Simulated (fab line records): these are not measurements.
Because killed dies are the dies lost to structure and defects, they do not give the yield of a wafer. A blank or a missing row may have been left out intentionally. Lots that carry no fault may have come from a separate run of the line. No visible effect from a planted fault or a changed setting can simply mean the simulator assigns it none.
fab line records + flow gf180mcu
record:
- lots: 7
- wafers: 21
- last_day: 33
route steps=602 shown TOP_METAL@571
lots untouched by any fault: they come from a run of this same line in which no faults occurred
start_h: hours from the record's first day to the start of the lot's first wafer shown + wait_h: how many hours have passed since the lot's step before this one + " same as the row above + L1.1+2: several wafers, shown together as one row + - either no value or no given start + * or withheld: withheld + < > ~ a bound
route shown NAME@n: NAME is a module with steps in the file, n the number in the route of the first one + usual: the fault-free wafers' mean and standard deviation + same: alike in all rows + chamber/n: place in a boat + sites: readings site by site + _std_site: the values' standard deviation + _edge_site: outer sites' mean less inner sites' + radius_mm: how far each site lies from the wafer's centre + mask NAME#n: copy n + behind: the tool/chamber that last shaped the wafer + hold: why the lot was held/for how many hours/how that ended + device: transistor that didn't switch, given as n, p or np + end of line: the tests these same wafers got at the end of their route + a step with no rows: only its recipe + killed: the dies lost at the first sort to structure and to defects; this is not the yield of the wafer + map: shows each die of a wafer: x if killed, . if not, _ if none is there
set.NAME: the run value of the setting; set.NAME@STEP: its run value at that earlier step + model.NAME: the simulator's own value behind a step, which no gauge read
lots at some steps of the route; a table a step, a row a wafer
services: the hour from which a tool's chamber was out of use, counted from the record's first day as start_h (under 0 if before that day), plus the number of hours and why
== steps ==
step: GF_TOP_METAL_SPUTTER_04
recipe:
- material: TiN
- target_thk_nm: 25
- power_w: 6500
- time_s: 20.8
- chamber_pressure_pa: 0.4
usual:
- chamber_pressure_pa: 0.4000/0.00078
- throttle_valve_pct: 29.8/1.2
| lot.wafer | tool           | chamber | start_h | wait_h | chamber_pressure_pa | throttle_valve_pct |
|-----------|----------------|---------|---------|--------|---------------------|--------------------|
| L466.2    | pvd_sputter-01 | -       | 645.66  | 0.0    | 0.3999              | 29.2               |
| L466.5    | "              | -       | "       | "      | 0.3999              | 29.9               |
| L466.6    | "              | -       | "       | "      | 0.4005              | 29.3               |
| L467.1    | pvd_sputter-02 | -       | 652.38  | 0.0    | 0.4007              | 29.4               |
| L467.3    | "              | -       | "       | "      | 0.3988              | 30.6               |
| L467.4    | "              | -       | "       | "      | 0.4009              | 29.3               |
| L468.1    | pvd_sputter-03 | -       | 662.68  | 0.0    | 0.3998              | 28.6               |
| L468.4    | "              | -       | "       | "      | 0.3999              | 32.2               |
| L468.6    | "              | -       | "       | "      | 0.3991              | 32.5               |
| L469.2    | pvd_sputter-01 | -       | 670.52  | 0.0    | 0.3991              | 29.3               |
| L469.4    | "              | -       | "       | "      | 0.4006              | 27.9               |
| L469.6    | "              | -       | "       | "      | 0.4009              | 29.7               |
| L477.1    | pvd_sputter-02 | -       | 728.68  | 0.0    | 0.4011              | 30.8               |
| L477.3    | "              | -       | "       | "      | 0.4007              | 29.3               |
| L477.5    | "              | -       | "       | "      | 0.3994              | 29.0               |
| L480.3    | pvd_sputter-02 | -       | 746.25  | 0.0    | 0.3998              | 29.3               |
| L480.4    | "              | -       | "       | "      | 0.4007              | 30.7               |
| L480.6    | "              | -       | "       | "      | 0.4005              | 30.8               |
| L482.3    | pvd_sputter-02 | -       | 758.18  | 0.0    | 0.4016              | 29.3               |
| L482.5    | "              | -       | "       | "      | 0.3998              | 29.3               |
| L482.6    | "              | -       | "       | "      | 0.4002              | 29.3               |
step: GF_TOP_METAL_RS_MEAS_05
recipe:
- thk_meas_gauge: four-point-probe
- reads: TiN_of_TOP_METAL_SPUTTER_04+Ti_of_TOP_METAL_SPUTTER_03+AlCu_of_TOP_METAL_SPUTTER_02+TiN_of_TOP_METAL_SPUTTER_01+Ti_of_TOP_METAL_SPUTTER_00
usual:
- TOP_METAL_ALCU_RS: 0.0315/0.00034
| lot.wafer | tool          | chamber | start_h | wait_h | TOP_METAL_ALCU_RS[ohm/sq] |
|-----------|---------------|---------|---------|--------|---------------------------|
| L466.2    | film_metro-04 | -       | 645.71  | 0.0    | 0.0318                    |
| L466.5    | "             | -       | "       | "      | 0.0317                    |
| L466.6    | "             | -       | "       | "      | 0.0315                    |
| L467.1    | film_metro-03 | -       | 652.40  | 0.0    | 0.0322                    |
| L467.3    | "             | -       | "       | "      | 0.0319                    |
| L467.4    | "             | -       | "       | "      | 0.0320                    |
| L468.1    | film_metro-02 | -       | 662.71  | 0.0    | 0.0317                    |
| L468.4    | "             | -       | "       | "      | 0.0315                    |
| L468.6    | "             | -       | "       | "      | 0.0316                    |
| L469.2    | film_metro-04 | -       | 670.56  | 0.0    | 0.0312                    |
| L469.4    | "             | -       | "       | "      | 0.0310                    |
| L469.6    | "             | -       | "       | "      | 0.0314                    |
| L477.1    | film_metro-02 | -       | 728.71  | 0.0    | 0.0318                    |
| L477.3    | "             | -       | "       | "      | 0.0319                    |
| L477.5    | "             | -       | "       | "      | 0.0315                    |
| L480.3    | film_metro-03 | -       | 746.32  | 0.1    | 0.0316                    |
| L480.4    | "             | -       | "       | "      | 0.0317                    |
| L480.6    | "             | -       | "       | "      | 0.0316                    |
| L482.3    | film_metro-04 | -       | 758.25  | 0.1    | 0.0314                    |
| L482.5    | "             | -       | "       | "      | 0.0315                    |
| L482.6    | "             | -       | "       | "      | 0.0315                    |
step: GF_TOP_METAL_THK_MEAS_06
recipe:
- thk_meas_gauge: xrf
- reads: AlCu_of_TOP_METAL_SPUTTER_02
usual:
- TOP_METAL_ALCU_THK: 917/12
| lot.wafer | tool          | chamber | start_h | wait_h | TOP_METAL_ALCU_THK[nm] |
|-----------|---------------|---------|---------|--------|------------------------|
| L466.2    | film_metro-04 | -       | 645.82  | 0.1    | 915                    |
| L466.5    | "             | -       | "       | "      | 915                    |
| L466.6    | "             | -       | "       | "      | 917                    |
| L467.1    | film_metro-03 | -       | 652.52  | 0.1    | 900                    |
| L467.3    | "             | -       | "       | "      | 899                    |
| L467.4    | "             | -       | "       | "      | 904                    |
| L468.1    | film_metro-02 | -       | 662.83  | 0.1    | 903                    |
| L468.4    | "             | -       | "       | "      | 910                    |
| L468.6    | "             | -       | "       | "      | 907                    |
| L469.2    | film_metro-04 | -       | 670.67  | 0.1    | 924                    |
| L469.4    | "             | -       | "       | "      | 936                    |
| L469.6    | "             | -       | "       | "      | 923                    |
| L477.1    | film_metro-02 | -       | 728.83  | 0.1    | 901                    |
| L477.3    | "             | -       | "       | "      | 901                    |
| L477.5    | "             | -       | "       | "      | 912                    |
| L480.3    | film_metro-03 | -       | 746.42  | 0.1    | 916                    |
| L480.4    | "             | -       | "       | "      | 907                    |
| L480.6    | "             | -       | "       | "      | 921                    |
| L482.3    | film_metro-04 | -       | 758.35  | 0.1    | 924                    |
| L482.5    | "             | -       | "       | "      | 927                    |
| L482.6    | "             | -       | "       | "      | 924                    |
step: GF_TOP_METAL_DEHYDRATE_07
recipe:
- temp_c: 200
- time_s: 60
step: GF_TOP_METAL_HMDS_08
recipe:
- prime_time_s: 60
- prime_temp_c: 120
step: GF_TOP_METAL_COAT_09
recipe:
- resist: NOVOLAK
- spin_rpm: 3000
- resist_thk_nm: 1500
step: GF_TOP_METAL_SOFTBAKE_10
recipe:
- temp_c: 90
- time_s: 60
- resist: NOVOLAK
step: GF_TOP_METAL_EXPOSE_11
recipe:
- mask_id: MetalTop
- target_cd_nm: 440
- na: 0.6
- source_shape: conventional
- sigma_outer: 0.6
- dose_mj: 170
step: GF_TOP_METAL_PEB_12
recipe:
- temp_c: withheld
- time_s: *
- resist: NOVOLAK
step: GF_TOP_METAL_DEVELOP_13
recipe:
- develop_time_s: 60
- dev_temp_c: 23
step: GF_TOP_METAL_CD_MEAS_14
recipe:
- target_cd_nm: 440
usual:
- cd_nm: 441.2/2
| lot.wafer | tool      | chamber | start_h | wait_h | cd_nm |
|-----------|-----------|---------|---------|--------|-------|
| L466.2    | cd_sem-01 | -       | 664.68  | 0.1    | 440.5 |
| L466.5    | "         | -       | "       | "      | 440.6 |
| L466.6    | "         | -       | "       | "      | 441.6 |
| L467.1    | cd_sem-01 | -       | 671.46  | 0.1    | 441.0 |
| L467.3    | "         | -       | "       | "      | 440.8 |
| L467.4    | "         | -       | "       | "      | 442.6 |
| L468.1    | cd_sem-02 | -       | 681.71  | 0.1    | 440.7 |
| L468.4    | "         | -       | "       | "      | 440.5 |
| L468.6    | "         | -       | "       | "      | 441.5 |
| L469.2    | cd_sem-01 | -       | 689.48  | 0.1    | 443.1 |
| L469.4    | "         | -       | "       | "      | 440.8 |
| L469.6    | "         | -       | "       | "      | 440.8 |
| L477.1    | cd_sem-02 | -       | 745.36  | 0.1    | 440.2 |
| L477.3    | "         | -       | "       | "      | 439.8 |
| L477.5    | "         | -       | "       | "      | 438.9 |
| L480.3    | cd_sem-01 | -       | 762.72  | 0.1    | 438.8 |
| L480.4    | "         | -       | "       | "      | 440.2 |
| L480.6    | "         | -       | "       | "      | 440.7 |
| L482.3    | cd_sem-01 | -       | 774.79  | 0.1    | 442.3 |
| L482.5    | "         | -       | "       | "      | 438.6 |
| L482.6    | "         | -       | "       | "      | 439.3 |
step: GF_TOP_METAL_OVL_MEAS_15
usual:
- TOP_METAL_OVL: -0.5/1.4
| lot.wafer | tool       | chamber | start_h | wait_h | TOP_METAL_OVL[nm] |
|-----------|------------|---------|---------|--------|-------------------|
| L466.2    | overlay-01 | -       | 664.78  | 0.1    | 0.1               |
| L466.5    | "          | -       | "       | "      | -0.6              |
| L466.6    | "          | -       | "       | "      | -1.5              |
| L467.1    | overlay-01 | -       | 671.58  | 0.1    | -0.7              |
| L467.3    | "          | -       | "       | "      | -0.2              |
| L467.4    | "          | -       | "       | "      | -2.5              |
| L468.1    | overlay-02 | -       | 681.83  | 0.1    | 0.1               |
| L468.4    | "          | -       | "       | "      | 0.0               |
| L468.6    | "          | -       | "       | "      | 0.4               |
| L469.2    | overlay-02 | -       | 689.58  | 0.1    | 0.4               |
| L469.4    | "          | -       | "       | "      | -1.0              |
| L469.6    | "          | -       | "       | "      | 0.8               |
| L477.1    | overlay-01 | -       | 745.48  | 0.1    | 0.0               |
| L477.3    | "          | -       | "       | "      | -1.1              |
| L477.5    | "          | -       | "       | "      | -1.6              |
| L480.3    | overlay-01 | -       | 762.81  | 0.1    | 0.5               |
| L480.4    | "          | -       | "       | "      | 0.6               |
| L480.6    | "          | -       | "       | "      | 0.8               |
| L482.3    | overlay-01 | -       | 774.89  | 0.1    | 1.9               |
| L482.5    | "          | -       | "       | "      | 0.5               |
| L482.6    | "          | -       | "       | "      | 2.5               |
step: GF_TOP_METAL_METAL_ETCH_16
recipe:
- chemistry: Cl2/BCl3
- mask_material: NOVOLAK
- target_depth_nm: 1077.5
- stop_on: SiO2
- pressure_mtorr: 8
- icp_w: 800
- bias_w: 140
- Cl2_flow_sccm: 80
- bcl3_flow_sccm: 40
- time_s: 179.6
usual:
- bcl3_flow_sccm: 39.99/0.12
- bias_w: 140.0/0.4
- drypump_motor_current_A: 5.35/0.28
- oes_product_au: 0.983/0.0064
- throttle_valve_pct: 28.238/0.011
| lot.wafer | tool         | chamber | start_h | wait_h | bcl3_flow_sccm | bias_w | drypump_motor_current_A | oes_product_au | rf_hours_counter_h | throttle_valve_pct | model.NOVOLAK_of_TOP_METAL_COAT_09.thk_nm |
|-----------|--------------|---------|---------|--------|----------------|--------|-------------------------|----------------|--------------------|--------------------|-------------------------------------------|
| L466.2    | rie_metal-04 | 1       | 664.81  | 0.0    | 40.13          | 140.8  | 4.95                    | 0.983          | 5                  | 28.251             | 1073                                      |
| L466.5    | "            | 0       | "       | "      | 39.89          | 140.0  | 5.84                    | 0.992          | -                  | 28.249             | 1061                                      |
| L466.6    | "            | 1       | "       | "      | 40.06          | 139.7  | 4.95                    | 0.980          | -                  | 28.217             | 1068                                      |
| L467.1    | rie_metal-03 | 0       | 671.61  | 0.0    | -              | -      | -                       | -              | -                  | -                  | 1500                                      |
| L467.3    | "            | 0       | "       | "      | -              | -      | -                       | -              | -                  | -                  | 1502                                      |
| L467.4    | "            | 1       | "       | "      | -              | -      | -                       | -              | -                  | -                  | 1497                                      |
| L468.1    | rie_metal-03 | 1       | 681.86  | 0.0    | -              | -      | -                       | -              | -                  | -                  | 1495                                      |
| L468.4    | "            | 1       | "       | "      | -              | -      | -                       | -              | -                  | -                  | 1499                                      |
| L468.6    | "            | 1       | "       | "      | -              | -      | -                       | -              | -                  | -                  | 1503                                      |
| L469.2    | rie_metal-04 | 1       | 689.61  | 0.0    | -              | -      | -                       | -              | -                  | -                  | 1505                                      |
| L469.4    | "            | 0       | "       | "      | -              | -      | -                       | -              | -                  | -                  | 1502                                      |
| L469.6    | "            | 0       | "       | "      | -              | -      | -                       | -              | -                  | -                  | 1504                                      |
| L477.1    | rie_metal-03 | 0       | 745.51  | 0.0    | 40.05          | 139.4  | 5.23                    | 0.972          | 2                  | 28.237             | 1070                                      |
| L477.3    | "            | 0       | "       | "      | 39.91          | 139.7  | 5.21                    | 0.977          | -                  | 28.220             | 1080                                      |
| L477.5    | "            | 0       | "       | "      | 40.14          | 139.8  | 5.24                    | 0.981          | -                  | 28.234             | 1077                                      |
| L480.3    | rie_metal-01 | 0       | 762.89  | 0.1    | 39.96          | 139.8  | 5.01                    | 0.985          | -                  | 28.222             | 1075                                      |
| L480.4    | "            | 1       | "       | "      | 39.81          | 140.0  | 5.56                    | 0.984          | -                  | 28.245             | 1066                                      |
| L480.6    | "            | 0       | "       | "      | 39.84          | 140.2  | 5.02                    | 0.984          | -                  | 28.247             | 1076                                      |
| L482.3    | rie_metal-01 | 1       | 774.97  | 0.1    | 40.14          | 139.8  | 5.60                    | 0.983          | -                  | 28.230             | 1071                                      |
| L482.5    | "            | 0       | "       | "      | 39.93          | 140.0  | 5.03                    | 0.982          | -                  | 28.240             | 1075                                      |
| L482.6    | "            | 1       | "       | "      | 40.07          | 140.0  | 5.58                    | 0.985          | -                  | 28.214             | 1066                                      |
step: GF_TOP_METAL_STRIP_17
recipe:
- chemistry: O2/N2
- power_w: 1400
- pressure_mtorr: 1500
- platen_temp_c: 250
- o2_flow_sccm: 3000
- n2_flow_sccm: 300
- overash_fraction: 0.5
usual:
- drypump_motor_current_A: 5.8/0.82
- heater_power_w: 331/19
- oes_product_au: 0.711/0.0054
- strip_time_to_endpoint_s: 13.43/0.088
| lot.wafer | tool            | chamber | start_h | wait_h | drypump_motor_current_A | heater_power_w | oes_product_au | rf_hours_counter_h | strip_time_to_endpoint_s |
|-----------|-----------------|---------|---------|--------|-------------------------|----------------|----------------|--------------------|--------------------------|
| L466.2    | plasma_asher-03 | 1       | 664.99  | 0.1    | 5.7                     | 326            | 0.710          | 111                | 13.48                    |
| L466.5    | "               | 0       | "       | "      | 5.2                     | 354            | 0.706          | -                  | 13.35                    |
| L466.6    | "               | 1       | "       | "      | 5.7                     | 333            | 0.717          | -                  | 13.43                    |
| L467.1    | plasma_asher-01 | 0       | 671.79  | 0.1    | 6.7                     | 366            | 0.715          | 98                 | 18.23                    |
| L467.3    | "               | 1       | "       | "      | 5.0                     | 308            | 0.716          | -                  | 18.25                    |
| L467.4    | "               | 0       | "       | "      | 6.7                     | 358            | 0.727          | -                  | 18.20                    |
| L468.1    | plasma_asher-04 | 1       | 682.21  | 0.3    | 6.7                     | 333            | 0.708          | 25                 | 18.16                    |
| L468.4    | "               | 0       | "       | "      | 4.9                     | 327            | 0.719          | -                  | 18.22                    |
| L468.6    | "               | 0       | "       | "      | 4.9                     | 322            | 0.720          | -                  | 18.24                    |
| L469.2    | plasma_asher-01 | 1       | 689.79  | 0.1    | 5.0                     | 305            | 0.721          | 100                | 18.25                    |
| L469.4    | "               | 1       | "       | "      | 5.0                     | 305            | 0.720          | -                  | 18.23                    |
| L469.6    | "               | 1       | "       | "      | 5.0                     | 308            | 0.719          | -                  | 18.27                    |
| L477.1    | plasma_asher-04 | 1       | 745.86  | 0.3    | 6.7                     | 338            | 0.708          | 32                 | 13.46                    |
| L477.3    | "               | 0       | "       | "      | 4.9                     | 329            | 0.715          | -                  | 13.58                    |
| L477.5    | "               | 1       | "       | "      | 6.7                     | 319            | 0.707          | -                  | 13.53                    |
| L480.3    | plasma_asher-04 | 0       | 763.04  | 0.1    | 4.9                     | 315            | 0.710          | -                  | 13.52                    |
| L480.4    | "               | 1       | "       | "      | 6.7                     | 330            | 0.710          | -                  | 13.40                    |
| L480.6    | "               | 0       | "       | "      | 5.0                     | 322            | 0.706          | -                  | 13.54                    |
| L482.3    | plasma_asher-04 | 1       | 775.12  | 0.1    | 6.7                     | 312            | 0.702          | -                  | 13.45                    |
| L482.5    | "               | 0       | "       | "      | 4.9                     | 322            | 0.720          | -                  | 13.51                    |
| L482.6    | "               | 1       | "       | "      | 6.7                     | 323            | 0.708          | -                  | 13.41                    |
step: GF_TOP_METAL_STRIP_18
recipe:
- chemistry: post_etch_residue_remover
- time_s: 1200
- temp_c: 72.5
== services ==
| tool            | chamber | start_h | hours | kind                   |
|-----------------|---------|---------|-------|------------------------|
| pvd_sputter-01  | -       | 621.96  | 0.6   | repair                 |
| pvd_sputter-02  | 3       | 623.82  | -     | consumable_replace:kit |
| pvd_sputter-02  | 3       | 623.82  | 18.0  | scheduled_down         |
| pvd_sputter-02  | 3       | 623.82  | 18.0  | vent_cycle             |
| rie_metal-03    | 1       | 648.95  | -     | clean                  |
| rie_metal-03    | 1       | 648.95  | 19.2  | scheduled_down         |
| rie_metal-03    | 1       | 648.95  | 19.2  | vent_cycle             |
| pvd_sputter-01  | -       | 652.32  | 0.7   | repair                 |
| rie_metal-04    | -       | 665.88  | 0.6   | repair                 |
| rie_metal-03    | 0       | 679.26  | -     | clean                  |
| rie_metal-03    | 0       | 679.26  | 26.3  | scheduled_down         |
| rie_metal-03    | 0       | 679.26  | 26.3  | vent_cycle             |
| rie_metal-04    | -       | 686.08  | 0.7   | repair                 |
| plasma_asher-03 | -       | 698.33  | 7.2   | pm                     |
| pvd_sputter-03  | -       | 711.44  | 0.9   | repair                 |
| pvd_sputter-01  | 0       | 719.36  | -     | consumable_replace:kit |
| pvd_sputter-01  | 0       | 719.36  | 18.0  | scheduled_down         |
| pvd_sputter-02  | 2       | 722.96  | -     | consumable_replace:kit |
| pvd_sputter-02  | 2       | 722.96  | 18.0  | scheduled_down         |
| pvd_sputter-02  | 2       | 722.96  | 18.0  | vent_cycle             |
| rie_metal-03    | 1       | 732.14  | 20.2  | repair                 |
| plasma_asher-03 | -       | 733.75  | 9.0   | pm                     |
| pvd_sputter-03  | -       | 741.07  | 2.1   | repair                 |
| plasma_asher-01 | -       | 750.34  | 1.3   | repair                 |
== key ==
first_sign:
- step: GF_TOP_METAL_METAL_ETCH_16
- reading: tool_record
- direction: missing
effect:
- step: GF_TOP_METAL_STRIP_17
- reading: strip_time_to_endpoint_s
- direction: up
- sigmas: 54
- usual: *
- struck: *
model_effect:
- step: GF_TOP_METAL_METAL_ETCH_16
- value: NOVOLAK_of_TOP_METAL_COAT_09.thk_nm
- without: 1063
- struck: 1501
met_at GF_TOP_METAL_METAL_ETCH_16
struck_wafers L467.1,L467.3,L467.4,L468.1,L468.4,L468.6,L469.2,L469.4,L469.6
later_rows_left_out L467.1,L467.3,L467.4,L468.1,L468.4,L468.6,L469.2,L469.4,L469.6
sort_left_out L467.1,L467.3,L467.4,L468.1,L468.4,L468.6,L469.2,L469.4,L469.6
onset_between 664.81 671.61
fault:
- kind: skipped_step_whole
- tool: rie_metal-03,rie_metal-04
- chamber: -
- onset_h: 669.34
- steps: GF_TOP_METAL_METAL_ETCH_16
- scope: struck_lots_only
sort_left_out: the simulated sort isn't trusted on such a fault, so these wafers' sort isn't shown, and their yield isn't known
later_rows_left_out: the simulator's readings of these wafers behind a module that went badly wrong aren't trusted and aren't shown, but for the sort
